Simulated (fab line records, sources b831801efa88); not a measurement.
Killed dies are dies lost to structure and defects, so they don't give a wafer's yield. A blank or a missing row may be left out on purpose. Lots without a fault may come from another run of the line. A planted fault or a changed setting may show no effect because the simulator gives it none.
fab line records | flow sky130
record lots=5 wafers=15 last_day=50
route steps=708 shown METAL3@535 CAPM@537
lots that met no fault: from a run of the same line without faults
start_h: hours from the record's first day to the start of the lot's first wafer shown | wait_h: hours since the lot's step before | " the same as in the row above | L1.1+2: a row that stands for several wafers | - no value, or no start given | * or withheld: withheld | < > ~ a bound
route shown NAME@n: a module of which the file shows steps, and the number in the route of the first | usual: mean/standard deviation of fault-free wafers | same: alike in all rows | chamber/n: place in a boat | sites: the reading at each site | _std_site: their standard deviation | _edge_site: outer sites' mean less inner sites' | radius_mm: how far each site lies from the wafer's centre | mask NAME#n: copy n | behind: the tool/chamber that last shaped the wafer | hold: why the lot was held/for how many hours/how that ended | device: the transistor (n, p or np) that didn't switch | end of line: the same wafers' tests at the end of the route | a step without rows: its recipe alone | killed: dies lost to structure and defects at the first sort, not the wafer's yield | map: a wafer's dies, x killed, . not, _ none there
set.NAME: the setting as run; set.NAME@STEP: as run at that earlier step | model.NAME: the simulator's own value behind a step, which no gauge read
lots at some steps of the route; a table a step, a row a wafer
services: from which hour (start_h, from the record's first day; less than 0 if before it) a tool's chamber was out of use, for how many hours, and why
## steps
# step SKY_METAL3_SPUTTER_03
# recipe material=Ti target_thk_nm=5 power_w=3000 time_s=3.3 chamber_pressure_pa=0.4
# usual throttle_valve_pct=29.9/0.92
# columns lot.wafer tool chamber start_h wait_h throttle_valve_pct
L076.3 pvd_sputter-03 - 879.99 0.0 29.7
L076.5 " - " " 29.5
L076.6 " - " " 27.3
L077.1 pvd_sputter-04 - 882.80 0.0 29.7
L077.3 " - " " 29.6
L077.4 " - " " 30.5
L080.1 pvd_sputter-04 - 907.65 0.0 30.4
L080.3 " - " " 29.9
L080.4 " - " " 30.9
L088.2 pvd_sputter-04 - 956.27 0.0 29.9
L088.5 " - " " 29.8
L088.6 " - " " 30.7
L096.3 pvd_sputter-04 - 1001.16 0.0 31.1
L096.5 " - " " 29.3
L096.6 " - " " 29.3
# step SKY_METAL3_SPUTTER_04
# recipe material=TiN target_thk_nm=70 power_w=6500 time_s=58.3 chamber_pressure_pa=0.4
# usual throttle_valve_pct=29.8/0.92
# columns lot.wafer tool chamber start_h wait_h throttle_valve_pct
L076.3 pvd_sputter-03 - 880.01 0.0 29.7
L076.5 " - " " 29.1
L076.6 " - " " 27.1
L077.1 pvd_sputter-04 - 882.82 0.0 29.6
L077.3 " - " " 29.5
L077.4 " - " " 30.8
L080.1 pvd_sputter-04 - 907.66 0.0 30.5
L080.3 " - " " 30.0
L080.4 " - " " 31.0
L088.2 pvd_sputter-04 - 956.29 0.0 29.8
L088.5 " - " " 29.8
L088.6 " - " " 31.0
L096.3 pvd_sputter-04 - 1001.18 0.0 30.7
L096.5 " - " " 29.5
L096.6 " - " " 29.8
# step SKY_CAPM_CVD_00
# recipe material=SiO2 target_thk_nm=15.5 temp_c=400 time_s=withheld rf_w=450
# usual heater_power_w=734/180
# columns lot.wafer tool chamber start_h wait_h heater_power_w
L076.3 pecvd-03 0 880.06 0.0 826
L076.5 " 2 " " 543
L076.6 " 0 " " 857
L077.1 pecvd-02 2 882.87 0.0 1177
L077.3 " 1 " " 663
L077.4 " 0 " " 628
L080.1 pecvd-02 1 907.71 0.0 710
L080.3 " 2 " " 1081
L080.4 " 0 " " 573
L088.2 pecvd-02 0 956.34 0.0 579
L088.5 " 2 " " 1136
L088.6 " 1 " " 704
L096.3 pecvd-04 1 1001.23 0.0 637
L096.5 " 0 " " 736
L096.6 " 1 " " 634
# step SKY_CAPM_THK_MEAS_01
# recipe reads=SiO2_of_CAPM_CVD_00
# usual CAPM_CVD_00_THK=15.39/0.25
# columns lot.wafer tool chamber start_h wait_h CAPM_CVD_00_THK[nm]
L076.3 film_metro-04 - 880.10 - 15.19
L076.5 " - " " 15.83
L076.6 " - " " 15.55
L077.1 film_metro-02 - 882.89 - 15.60
L077.3 " - " " 15.06
L077.4 " - " " 15.57
L080.1 film_metro-02 - 907.73 - 15.22
L080.3 " - " " 15.32
L080.4 " - " " 15.40
L088.2 film_metro-04 - 956.37 - 15.22
L088.5 " - " " 15.53
L088.6 " - " " 15.61
L096.3 film_metro-03 - 1001.27 - 15.23
L096.5 " - " " 15.55
L096.6 " - " " 15.66
# step SKY_CAPM_SPUTTER_02
# recipe material=TiN target_thk_nm=200 temp_c=300 power_w=6500 time_s=166.7 chamber_pressure_pa=0.4
# usual throttle_valve_pct=29.3/1
# columns lot.wafer tool chamber start_h wait_h throttle_valve_pct
L076.3 pvd_sputter-04 - 880.14 0.0 30.7
L076.5 " - " " 31.2
L076.6 " - " " 29.5
L077.1 pvd_sputter-01 - 882.95 0.1 29.5
L077.3 " - " " 30.9
L077.4 " - " " 28.7
L080.1 pvd_sputter-01 - 907.79 0.1 29.2
L080.3 " - " " 28.8
L080.4 " - " " 31.3
L088.2 pvd_sputter-03 - 956.42 0.0 29.6
L088.5 " - " " 29.5
L088.6 " - " " 27.1
L096.3 pvd_sputter-01 - 1001.31 0.0 28.9
L096.5 " - " " 29.3
L096.6 " - " " 28.6
# step SKY_CAPM_RS_MEAS_03
# recipe thk_meas_gauge=four-point-probe reads=TiN_of_CAPM_SPUTTER_02
# usual CAPM_TIN_RS=6.89/0.058
# columns lot.wafer tool chamber start_h wait_h CAPM_TIN_RS[ohm/sq]
L076.3 film_metro-03 - 880.29 0.1 6.87
L076.5 " - " " 6.80
L076.6 " - " " 6.86
L077.1 film_metro-03 - 883.06 0.1 6.90
L077.3 " - " " 6.80
L077.4 " - " " 6.87
L080.1 film_metro-04 - 907.90 0.1 6.92
L080.3 " - " " 6.98
L080.4 " - " " 6.86
L088.2 film_metro-04 - 956.55 0.1 6.92
L088.5 " - " " 6.93
L088.6 " - " " 6.89
L096.3 film_metro-02 - 1001.46 0.1 6.81
L096.5 " - " " 6.86
L096.6 " - " " 7.00
# step SKY_CAPM_THK_MEAS_04
# recipe thk_meas_gauge=xrf reads=TiN_of_CAPM_SPUTTER_02
# usual CAPM_TIN_THK=200.6/1.8
# columns lot.wafer tool chamber start_h wait_h CAPM_TIN_THK[nm]
L076.3 film_metro-03 - 880.39 0.1 201.8
L076.5 " - " " 203.8
L076.6 " - " " 202.2
L077.1 film_metro-03 - 883.18 0.1 202.2
L077.3 " - " " 204.9
L077.4 " - " " 202.2
L080.1 film_metro-04 - 908.02 0.1 201.0
L080.3 " - " " 197.9
L080.4 " - " " 201.4
L088.2 film_metro-04 - 956.66 0.1 198.9
L088.5 " - " " 200.3
L088.6 " - " " 200.1
L096.3 film_metro-02 - 1001.56 0.1 202.4
L096.5 " - " " 202.2
L096.6 " - " " 197.9
# step SKY_CAPM_DEHYDRATE_05
# recipe temp_c=200 time_s=60
# usual plate_temp_C=200.03/0.14
# columns lot.wafer tool chamber start_h wait_h plate_temp_C
L076.3 litho_track-01 0 890.96 10.6 199.94
L076.5 " 0 " " 200.09
L076.6 " 0 " " 200.00
L077.1 litho_track-01 0 893.81 10.6 199.99
L077.3 " 0 " " 200.01
L077.4 " 0 " " 199.97
L080.1 litho_track-03 0 918.93 10.9 199.92
L080.3 " 0 " " 199.79
L080.4 " 0 " " 200.01
L088.2 litho_track-01 0 967.59 10.9 200.20
L088.5 " 0 " " 200.01
L088.6 " 0 " " 200.23
L096.3 litho_track-04 0 1011.98 10.4 199.98
L096.5 " 0 " " 200.11
L096.6 " 0 " " 199.92
# step SKY_CAPM_HMDS_06
# recipe prime_time_s=60 prime_temp_c=120
# columns lot.wafer tool chamber start_h wait_h
L076.3+5+6 litho_track-01 0 891.11 0.1
L077.1+3+4 litho_track-01 0 893.96 0.1
L080.1+3+4 litho_track-03 0 919.08 0.1
L088.2+5+6 litho_track-01 0 967.74 0.1
L096.3+5+6 litho_track-04 0 1012.13 0.1
# step SKY_CAPM_COAT_07
# recipe resist=NOVOLAK spin_rpm=3000 resist_thk_nm=1140
# columns lot.wafer tool chamber start_h wait_h
L076.3+5+6 litho_track-01 0 891.26 0.1
L077.1+3+4 litho_track-01 0 894.11 0.1
L080.1+3+4 litho_track-03 0 919.23 0.1
L088.2+5+6 litho_track-01 0 967.89 0.1
L096.3+5+6 litho_track-04 0 1012.28 0.1
# step SKY_CAPM_SOFTBAKE_08
# recipe temp_c=90 time_s=60 resist=NOVOLAK
# usual plate_temp_C=90.00/0.12
# columns lot.wafer tool chamber start_h wait_h plate_temp_C
L076.3 litho_track-01 0 891.41 0.1 89.92
L076.5 " 0 " " 90.27
L076.6 " 0 " " 89.81
L077.1 litho_track-01 0 894.26 0.1 90.11
L077.3 " 0 " " 90.08
L077.4 " 0 " " 90.03
L080.1 litho_track-03 0 919.38 0.1 89.80
L080.3 " 0 " " 90.21
L080.4 " 0 " " 90.15
L088.2 litho_track-01 0 968.04 0.1 90.09
L088.5 " 0 " " 89.98
L088.6 " 0 " " 89.96
L096.3 litho_track-04 0 1012.43 0.1 89.98
L096.5 " 0 " " 89.97
L096.6 " 0 " " 90.26
# step SKY_CAPM_EXPOSE_09
# recipe mask_id=CAPM na=0.6 source_shape=conventional sigma_outer=0.6 polarization=unpolarized target_cd_nm=1000 dose_mj=159
# columns lot.wafer tool chamber start_h wait_h mask
L076.3+5+6 iline_stepper-02 0 - - CAPM#0
L077.1+3+4 iline_stepper-02 0 - - CAPM#0
L080.1+3+4 iline_stepper-01 0 - - CAPM#0
L088.2+5+6 iline_stepper-02 0 - - CAPM#0
L096.3+5+6 iline_stepper-01 0 - - CAPM#0
# step SKY_CAPM_PEB_10
# recipe temp_c=withheld time_s=* resist=NOVOLAK
# columns lot.wafer tool chamber start_h wait_h
L076.3+5+6 litho_track-01 0 - -
L077.1+3+4 litho_track-01 0 - -
L080.1+3+4 litho_track-04 0 - -
L088.2+5+6 litho_track-04 0 - -
L096.3+5+6 litho_track-03 0 - -
# step SKY_CAPM_DEVELOP_11
# recipe resist=NOVOLAK developer=TMAH develop_time_s=60 dev_temp_c=23
# columns lot.wafer tool chamber start_h wait_h
L076.3+5+6 litho_track-01 0 904.96 0.1
L077.1+3+4 litho_track-01 0 907.41 0.1
L080.1+3+4 litho_track-04 0 932.33 0.1
L088.2+5+6 litho_track-04 0 979.46 0.1
L096.3+5+6 litho_track-03 0 1023.68 0.1
# step SKY_CAPM_OVL_MEAS_12
# usual CAPM_OVL=-0.6/1.3
# columns lot.wafer tool chamber start_h wait_h CAPM_OVL[nm]
L076.3 overlay-02 - 905.07 0.1 0.6
L076.5 " - " " 1.4
L076.6 " - " " -0.2
L077.1 overlay-02 - 907.56 0.1 1.4
L077.3 " - " " -2.4
L077.4 " - " " 0.3
L080.1 overlay-02 - 932.48 0.1 0.4
L080.3 " - " " 0.8
L080.4 " - " " -1.0
L088.2 overlay-02 - 979.59 0.1 -0.3
L088.5 " - " " 1.3
L088.6 " - " " -0.1
L096.3 overlay-01 - 1023.79 0.1 -1.2
L096.5 " - " " -0.8
L096.6 " - " " -1.4
# step SKY_CAPM_METAL_ETCH_13
# recipe target_depth_nm=220 stop_on=SiO2 chemistry=Cl2/BCl3 target=TiN pressure_mtorr=10 icp_w=900 bias_w=48.5 Cl2_flow_sccm=60 bcl3_flow_sccm=30 time_s=62.9
# usual bias_w=48.51/0.14 chamber_pressure_mTorr=10.001/0.0089 drypump_motor_current_A=5.7/0.54 oes_product_au=0.942/0.0059 throttle_valve_pct=21.901/0.0096
# columns lot.wafer tool chamber start_h wait_h bias_w chamber_pressure_mTorr drypump_motor_current_A oes_product_au rf_hours_counter_h throttle_valve_pct
L076.3 rie_metal-01 0 905.12 0.0 48.39 10.010 5.5 0.938 - 21.901
L076.5 " 1 " " 48.46 10.005 6.6 0.941 - 21.899
L076.6 " 0 " " 48.36 10.002 5.5 0.940 - 21.905
L077.1 rie_metal-03 0 907.60 0.0 48.66 9.997 5.5 0.947 5 21.912
L077.3 " 1 " " 48.45 10.005 5.1 0.950 - 21.890
L077.4 " 0 " " 48.56 10.011 5.5 0.943 - 21.897
L080.1 rie_metal-01 1 932.52 0.0 48.54 10.001 6.6 0.945 1 21.909
L080.3 " 0 " " 48.59 10.010 5.5 0.937 - 21.888
L080.4 " 1 " " 48.70 9.991 6.6 0.946 - 21.903
L088.2 rie_metal-03 0 979.62 0.0 48.67 9.997 5.6 0.942 8 21.920
L088.5 " 0 " " 48.48 10.013 5.6 0.944 - 21.914
L088.6 " 1 " " 48.44 9.992 5.1 0.941 - 21.908
L096.3 rie_metal-01 1 1023.84 0.0 48.56 10.011 6.6 0.955 - 21.921
L096.5 " 0 " " 48.46 9.994 5.5 0.950 - 21.894
L096.6 " 1 " " 48.40 9.991 6.6 0.941 - 21.895
# step SKY_CAPM_STRIP_14
# recipe chemistry=O2/N2 power_w=1400 pressure_mtorr=1500 platen_temp_c=withheld o2_flow_sccm=3000 n2_flow_sccm=300 overash_fraction=0.5
# usual chamber_pressure_mTorr=1499.9/1.2 drypump_motor_current_A=5.74/0.16 oes_product_au=0.710/0.0042 strip_time_to_endpoint_s=12.63/0.051
# columns lot.wafer tool chamber start_h wait_h chamber_pressure_mTorr drypump_motor_current_A oes_product_au rf_hours_counter_h strip_time_to_endpoint_s
L076.3 plasma_asher-02 1 905.21 0.1 1501.6 5.85 0.720 - 12.57
L076.5 " 0 " " 1502.0 5.80 0.708 - 12.65
L076.6 " 1 " " 1500.0 5.85 0.710 - 12.57
L077.1 plasma_asher-02 1 907.67 0.1 1501.4 5.87 0.705 16 12.58
L077.3 " 1 " " 1498.5 5.86 0.709 - 12.65
L077.4 " 0 " " 1501.2 5.80 0.710 - 12.56
L080.1 plasma_asher-03 0 932.59 0.1 1498.7 5.73 0.712 74 12.56
L080.3 " 0 " " 1501.7 5.73 0.713 - 12.57
L080.4 " 1 " " 1499.3 5.83 0.712 - 12.65
L088.2 plasma_asher-02 0 979.69 0.1 1498.1 5.82 0.705 22 12.62
L088.5 " 0 " " 1498.9 5.82 0.703 - 12.64
L088.6 " 1 " " 1499.6 5.86 0.709 - 12.60
L096.3 plasma_asher-02 0 1023.93 0.1 1498.9 5.80 0.716 - 12.67
L096.5 " 1 " " 1503.3 5.85 0.717 - 12.58
L096.6 " 0 " " 1499.7 5.82 0.711 - 12.67
# step SKY_CAPM_STRIP_15
# recipe chemistry=post_etch_residue_remover time_s=1200 temp_c=72.5
# usual temp_c=72.52/0.12
# columns lot.wafer tool chamber start_h wait_h temp_c
L076.3 wet_bench-03 2 905.27 0.0 72.33
L076.5 " 2 " " 72.54
L076.6 " 2 " " 72.56
L077.1 wet_bench-03 3 907.77 0.1 72.39
L077.3 " 3 " " 72.57
L077.4 " 3 " " 72.68
L080.1 wet_bench-03 1 932.69 0.1 72.50
L080.3 " 1 " " 72.42
L080.4 " 1 " " 72.50
L088.2 wet_bench-03 3 979.79 0.1 72.53
L088.5 " 3 " " 72.52
L088.6 " 3 " " 72.77
L096.3 wet_bench-02 1 1023.99 0.0 72.52
L096.5 " 1 " " 72.50
L096.6 " 1 " " 72.63
# step SKY_CAPM_CLEAN_16
# recipe chemistry=IPA time_s=180 temp_c=25
# usual temp_c=25.01/0.1
# columns lot.wafer tool chamber start_h wait_h temp_c
L076.3 wet_bench-02 2 905.62 0.0 24.99
L076.5 " 2 " " 25.11
L076.6 " 2 " " 25.16
L077.1 wet_bench-02 2 908.12 0.0 25.06
L077.3 " 2 " " 25.01
L077.4 " 2 " " 24.98
L080.1 wet_bench-01 3 933.07 0.0 24.86
L080.3 " 3 " " 24.74
L080.4 " 3 " " 25.09
L088.2 wet_bench-01 1 980.14 0.0 25.20
L088.5 " 1 " " 25.13
L088.6 " 1 " " 25.04
L096.3 wet_bench-01 0 1024.37 0.0 25.16
L096.5 " 0 " " 24.92
L096.6 " 0 " " 25.25
# step SKY_CAPM_CLEAN_17
# recipe chemistry=O3/DIW dry=n2_spin
# columns lot.wafer tool chamber start_h wait_h
L076.3+5+6 wet_bench-01 2 905.68 0.0
L077.1+3+4 wet_bench-03 3 908.18 0.0
L080.1+3+4 wet_bench-02 1 933.13 0.0
L088.2+5+6 wet_bench-03 3 980.19 0.0
L096.3+5+6 wet_bench-02 3 1024.42 0.0
# step SKY_METAL3_DEHYDRATE_05
# recipe temp_c=200 time_s=60
# usual plate_temp_C=200.01/0.14
# columns lot.wafer tool chamber start_h wait_h plate_temp_C
L076.3 litho_track-02 0 916.80 11.0 200.04
L076.5 " 0 " " 200.01
L076.6 " 0 " " 199.94
L077.1 litho_track-03 0 919.53 11.3 200.02
L077.3 " 0 " " 199.95
L077.4 " 0 " " 200.14
L080.1 litho_track-04 0 944.18 11.0 199.84
L080.3 " 0 " " 200.00
L080.4 " 0 " " 199.88
L088.2 litho_track-02 0 990.87 10.6 199.96
L088.5 " 0 " " 199.78
L088.6 " 0 " " 200.03
L096.3 litho_track-03 0 1035.48 11.0 200.12
L096.5 " 0 " " 199.98
L096.6 " 0 " " 199.92
# step SKY_METAL3_HMDS_06
# recipe prime_time_s=60 prime_temp_c=120
# columns lot.wafer tool chamber start_h wait_h
L076.3+5+6 litho_track-02 0 916.95 0.1
L077.1+3+4 litho_track-03 0 919.68 0.1
L080.1+3+4 litho_track-04 0 944.33 0.1
L088.2+5+6 litho_track-02 0 991.02 0.1
L096.3+5+6 litho_track-03 0 1035.63 0.1
# step SKY_METAL3_COAT_07
# recipe resist=BARC temp_c=withheld time_s=withheld spin_rpm=3000 resist_thk_nm=60
# columns lot.wafer tool chamber start_h wait_h
L076.3+5+6 litho_track-02 0 917.10 0.1
L077.1+3+4 litho_track-03 0 919.83 0.1
L080.1+3+4 litho_track-04 0 944.48 0.1
L088.2+5+6 litho_track-02 0 991.17 0.1
L096.3+5+6 litho_track-03 0 1035.78 0.1
# step SKY_METAL3_COAT_08
# recipe resist=KrF-thick spin_rpm=3000 resist_thk_nm=1140
# columns lot.wafer tool chamber start_h wait_h
L076.3+5+6 litho_track-02 0 - -
L077.1+3+4 litho_track-03 0 - -
L080.1+3+4 litho_track-04 0 - -
L088.2+5+6 litho_track-02 0 - -
L096.3+5+6 litho_track-03 0 - -
# step SKY_METAL3_SOFTBAKE_09
# recipe temp_c=100 time_s=90 resist=KrF-thick
# usual plate_temp_C=99.97/0.14
# columns lot.wafer tool chamber start_h wait_h plate_temp_C
L076.3 litho_track-02 0 - - 99.94
L076.5 " 0 " " 99.86
L076.6 " 0 " " 100.01
L077.1 litho_track-03 0 - - 99.92
L077.3 " 0 " " 99.77
L077.4 " 0 " " 99.76
L080.1 litho_track-04 0 - - 99.68
L080.3 " 0 " " 99.99
L080.4 " 0 " " 99.90
L088.2 litho_track-02 0 - - 99.97
L088.5 " 0 " " 99.95
L088.6 " 0 " " 100.23
L096.3 litho_track-03 0 - - 100.02
L096.5 " 0 " " 99.98
L096.6 " 0 " " 99.94
# step SKY_METAL3_EXPOSE_10
# recipe mask_id=MM3 na=0.68 source_shape=annular sigma_inner=0.4 sigma_outer=0.8 target_cd_nm=300 dose_mj=28
# columns lot.wafer tool chamber start_h wait_h mask
L076.3+5+6 krf_scanner-01 0 - - MM3#0
L077.1+3+4 krf_scanner-01 0 - - MM3#0
L080.1+3+4 krf_scanner-01 0 - - MM3#0
L088.2+5+6 krf_scanner-01 0 - - MM3#0
L096.3+5+6 krf_scanner-01 0 - - MM3#0
# step SKY_METAL3_PEB_11
# recipe peb_temp_c=withheld peb_time_s=withheld resist=KrF-thick
# columns lot.wafer tool chamber start_h wait_h
L076.3+5+6 litho_track-02 0 - -
L077.1+3+4 litho_track-02 0 - -
L080.1+3+4 litho_track-03 0 - -
L088.2+5+6 litho_track-04 0 - -
L096.3+5+6 litho_track-03 0 - -
# step SKY_METAL3_DEVELOP_12
# recipe develop_time_s=60 resist=KrF-thick dev_temp_c=21
# columns lot.wafer tool chamber start_h wait_h
L076.3+5+6 litho_track-02 0 - -
L077.1+3+4 litho_track-02 0 - -
L080.1+3+4 litho_track-03 0 - -
L088.2+5+6 litho_track-04 0 - -
L096.3+5+6 litho_track-03 0 - -
# step SKY_METAL3_CD_MEAS_13
# recipe target_cd_nm=300
# usual cd_nm=300.4/1.3
# columns lot.wafer tool chamber start_h wait_h cd_nm
L076.3 cd_sem-01 - 929.54 - 299.9
L076.5 " - " " 299.6
L076.6 " - " " 298.4
L077.1 cd_sem-01 - 932.55 - 300.0
L077.3 " - " " 299.6
L077.4 " - " " 299.3
L080.1 cd_sem-02 - 957.73 - 302.7
L080.3 " - " " 300.8
L080.4 " - " " 301.8
L088.2 cd_sem-02 - 1002.90 - 301.7
L088.5 " - " " 301.4
L088.6 " - " " 300.6
L096.3 cd_sem-02 - 1047.07 - 299.1
L096.5 " - " " 298.3
L096.6 " - " " 297.9
# step SKY_METAL3_OVL_MEAS_14
# usual METAL3_OVL=3/5.1
# columns lot.wafer tool chamber start_h wait_h METAL3_OVL[nm]
L076.3 overlay-01 - 929.63 0.1 7
L076.5 " - " " 3
L076.6 " - " " 5
L077.1 overlay-01 - 932.67 0.1 -6
L077.3 " - " " -5
L077.4 " - " " -1
L080.1 overlay-02 - 957.85 0.1 10
L080.3 " - " " 6
L080.4 " - " " 2
L088.2 overlay-01 - 1003.01 0.1 -2
L088.5 " - " " 0
L088.6 " - " " 2
L096.3 overlay-02 - 1047.16 0.1 -13
L096.5 " - " " -5
L096.6 " - " " -5
# step SKY_METAL3_DESCUM_15
# recipe chemistry=O2 source_power_w=150 bias_power_w=0 pressure_mtorr=10 temp_c=40 time_s=8
# usual chamber_pressure_mTorr=9.999/0.0097 drypump_motor_current_A=5.5/0.34 oes_product_au=1.002/0.012 temp_c=40.02/0.11
# columns lot.wafer tool chamber start_h wait_h chamber_pressure_mTorr drypump_motor_current_A oes_product_au rf_hours_counter_h temp_c
L076.3 rie_metal-03 0 929.66 0.0 9.993 5.5 1.002 - 40.08
L076.5 " 1 " " 10.008 5.1 1.014 - 39.79
L076.6 " 0 " " 10.003 5.6 1.008 - 39.94
L077.1 rie_metal-03 1 932.70 0.0 10.004 5.1 1.016 10 39.91
L077.3 " 0 " " 9.981 5.6 1.010 - 39.96
L077.4 " 1 " " 9.996 5.1 1.020 - 40.02
L080.1 rie_metal-03 0 957.89 0.0 9.991 5.5 1.007 7 40.19
L080.3 " 1 " " 10.003 5.1 1.017 - 39.96
L080.4 " 0 " " 10.006 5.5 1.002 - 40.04
L088.2 rie_metal-04 1 1003.04 0.0 10.003 5.8 0.997 21 40.07
L088.5 " 0 " " 10.000 5.7 0.990 - 40.15
L088.6 " 1 " " 10.013 5.8 1.009 - 40.09
L096.3 rie_metal-02 0 1047.20 0.0 9.993 4.8 1.005 - 40.18
L096.5 " 0 " " 9.993 4.8 1.000 - 40.09
L096.6 " 1 " " 10.010 5.7 0.983 - 40.12
# step SKY_METAL3_ETCH_16
# recipe chemistry=N2/H2 target=BARC ion_energy_ev=200 bias_w=100 pressure_mtorr=30 n2_flow_sccm=100 h2_flow_sccm=200 icp_w=500 stop_on=SiO2 time_s=88.2 target_depth_a=600
# usual bias_w=99.98/0.28 chamber_pressure_mTorr=30.001/0.026 drypump_motor_current_A=5.5/0.34 oes_product_au=0.626/0.0052 throttle_valve_pct=13.205/0.01
# columns lot.wafer tool chamber start_h wait_h bias_w chamber_pressure_mTorr drypump_motor_current_A oes_product_au rf_hours_counter_h throttle_valve_pct
L076.3 rie_metal-03 0 929.72 0.0 99.35 29.999 5.6 0.619 - 13.198
L076.5 " 1 " " 100.08 30.030 5.1 0.623 - 13.204
L076.6 " 0 " " 100.35 30.026 5.5 0.631 - 13.200
L077.1 rie_metal-03 1 932.74 0.0 99.97 30.019 5.1 0.626 10 13.197
L077.3 " 0 " " 99.94 30.005 5.5 0.624 - 13.213
L077.4 " 1 " " 99.97 29.932 5.1 0.622 - 13.197
L080.1 rie_metal-03 0 957.92 0.0 100.24 30.021 5.6 0.623 7 13.198
L080.3 " 1 " " 99.94 29.978 5.1 0.626 - 13.206
L080.4 " 0 " " 99.60 30.045 5.5 0.635 - 13.193
L088.2 rie_metal-04 1 1003.07 0.0 100.22 30.016 5.8 0.629 21 13.210
L088.5 " 0 " " 100.22 30.019 5.7 0.623 - 13.210
L088.6 " 1 " " 100.23 30.033 5.8 0.631 - 13.211
L096.3 rie_metal-02 0 1047.25 0.0 99.97 30.029 4.8 0.633 - 13.204
L096.5 " 0 " " 100.17 30.024 4.8 0.629 - 13.214
L096.6 " 1 " " 100.16 30.042 5.7 0.617 - 13.184
# step SKY_METAL3_ETCH_17
# recipe target=SiO2 stop_on=TiN chemistry=C4F8/O2/Ar source_w=1500 bias_w=1200 pressure_mtorr=40 c4f8_flow_sccm=withheld O2_flow_sccm=6 Ar_flow_sccm=300 time_s=3.9 target_depth_a=150
# usual bias_w=1200/3.2 chamber_pressure_mTorr=40.00/0.034 oes_product_au=0.752/0.0077
# columns lot.wafer tool chamber start_h wait_h bias_w chamber_pressure_mTorr oes_product_au rf_hours_counter_h
L076.3 rie_diel-02 1 929.78 0.0 1199 39.99 0.743 12
L076.5 " 0 " " 1201 40.09 0.756 -
L076.6 " 1 " " 1204 39.94 0.749 -
L077.1 rie_diel-01 3 932.83 0.1 1195 40.03 0.759 15
L077.3 " 1 " " 1201 40.04 0.746 13
L077.4 " 0 " " 1196 39.98 0.760 -
L080.1 rie_diel-01 3 958.02 0.1 1198 40.02 0.745 15
L080.3 " 1 " " 1203 40.01 0.751 13
L080.4 " 0 " " 1200 40.04 0.749 18
L088.2 rie_diel-01 1 1003.17 0.1 1200 39.97 0.750 15
L088.5 " 1 " " 1197 39.94 0.754 -
L088.6 " 2 " " 1196 39.99 0.755 -
L096.3 rie_diel-02 3 1047.32 0.0 1201 40.02 0.741 17
L096.5 " 2 " " 1203 40.01 0.760 -
L096.6 " 3 " " 1200 39.96 0.762 -
# step SKY_METAL3_METAL_ETCH_18
# recipe target_depth_a=8450 stop_on=SiO2 over_etch_frac=0.3 time_s=183.1 chemistry=Cl2/BCl3 resist_sidewall_deg=88 pressure_mtorr=10 icp_w=900 bias_w=48.5 Cl2_flow_sccm=60 bcl3_flow_sccm=30
# usual bias_w=48.50/0.14 chamber_pressure_mTorr=10.000/0.0098 drypump_motor_current_A=5.5/0.34 oes_product_au=0.865/0.0066 throttle_valve_pct=22.265/0.0077
# columns lot.wafer tool chamber start_h wait_h bias_w chamber_pressure_mTorr drypump_motor_current_A oes_product_au rf_hours_counter_h throttle_valve_pct
L076.3 rie_metal-04 0 929.86 0.1 48.59 9.995 5.7 0.864 - 22.265
L076.5 " 1 " " 48.69 10.007 5.8 0.852 - 22.255
L076.6 " 0 " " 48.65 9.997 5.7 0.862 - 22.264
L077.1 rie_metal-04 0 932.85 0.0 48.62 10.015 5.7 0.872 1 22.275
L077.3 " 1 " " 48.37 10.002 5.8 0.868 - 22.253
L077.4 " 0 " " 48.59 10.020 5.7 0.855 - 22.258
L080.1 rie_metal-04 1 958.03 0.0 48.42 10.000 5.8 0.862 18 22.266
L080.3 " 0 " " 48.29 9.999 5.7 0.858 - 22.269
L080.4 " 1 " " 48.33 9.993 5.8 0.860 - 22.258
L088.2 rie_metal-02 0 1003.19 0.0 48.47 9.989 4.8 0.875 1 22.264
L088.5 " 1 " " 48.65 10.009 5.8 0.853 - 22.275
L088.6 " 0 " " 48.61 9.987 4.8 0.851 - 22.259
L096.3 rie_metal-04 0 1047.39 0.1 48.44 10.004 5.7 0.877 - 22.268
L096.5 " 1 " " 48.50 9.992 5.8 0.868 - 22.264
L096.6 " 0 " " 48.47 10.001 5.7 0.872 - 22.249
# step SKY_METAL3_STRIP_19
# recipe chemistry=O2/N2 power_w=1400 pressure_mtorr=1500 platen_temp_c=withheld o2_flow_sccm=3000 n2_flow_sccm=300 overash_fraction=0.5
# usual chamber_pressure_mTorr=1500.1/1.3 drypump_motor_current_A=5.89/0.21 oes_product_au=0.502/0.0052 strip_time_to_endpoint_s=6.51/0.097
# columns lot.wafer tool chamber start_h wait_h chamber_pressure_mTorr drypump_motor_current_A oes_product_au rf_hours_counter_h strip_time_to_endpoint_s
L076.3 plasma_asher-04 0 930.01 0.1 1499.2 5.70 0.492 - 6.52
L076.5 " 1 " " 1499.1 6.34 0.495 - 6.35
L076.6 " 0 " " 1502.0 5.73 0.492 - 6.49
L077.1 plasma_asher-04 1 933.03 0.1 1498.8 6.35 0.505 112 6.56
L077.3 " 0 " " 1501.5 5.72 0.500 - 6.41
L077.4 " 1 " " 1500.4 6.32 0.498 - 6.58
L080.1 plasma_asher-04 1 958.21 0.1 1501.3 6.32 0.509 115 6.54
L080.3 " 1 " " 1499.5 6.36 0.501 - 6.61
L080.4 " 0 " " 1497.7 5.77 0.505 - 6.51
L088.2 plasma_asher-04 0 1003.36 0.1 1502.6 5.81 0.500 119 6.43
L088.5 " 1 " " 1501.3 6.35 0.508 - 6.69
L088.6 " 0 " " 1499.8 5.75 0.501 - 6.50
L096.3 plasma_asher-04 0 1047.55 0.1 1499.0 5.77 0.500 - 6.48
L096.5 " 0 " " 1500.3 5.76 0.491 - 6.38
L096.6 " 1 " " 1498.6 6.36 0.501 - 6.54
## services
# columns tool chamber start_h hours kind
pvd_sputter-01 - 856.72 1.9 repair
krf_scanner-01 - 864.17 1.3 pm
iline_stepper-02 - 865.85 1.7 pm
krf_scanner-01 - 872.35 1.8 repair
rie_metal-04 - 885.56 0.4 repair
rie_diel-01 2 892.24 12.9 repair
rie_diel-01 3 892.91 2.4 repair
plasma_asher-02 - 895.00 3.8 repair
plasma_asher-02 - 910.70 5.7 repair
krf_scanner-01 - 913.30 1.1 repair
rie_metal-04 - 918.65 1.3 repair
krf_scanner-01 - 926.77 0.3 repair
krf_scanner-01 - 930.72 1.6 repair
wet_bench-03 - 934.10 0.7 repair
rie_metal-02 - 937.76 2.8 pm
krf_scanner-01 - 940.82 1.0 pm
plasma_asher-04 - 957.15 0.3 repair
krf_scanner-01 - 976.60 0.8 pm
wet_bench-03 - 993.08 43.3 pm
plasma_asher-04 - 1012.25 2.1 repair
rie_metal-04 0 1019.67 4.6 repair
rie_metal-03 - 1024.43 2.8 pm
pvd_sputter-04 - 1029.32 9.2 repair
krf_scanner-01 - 1040.61 1.3 pm
## key
fault none
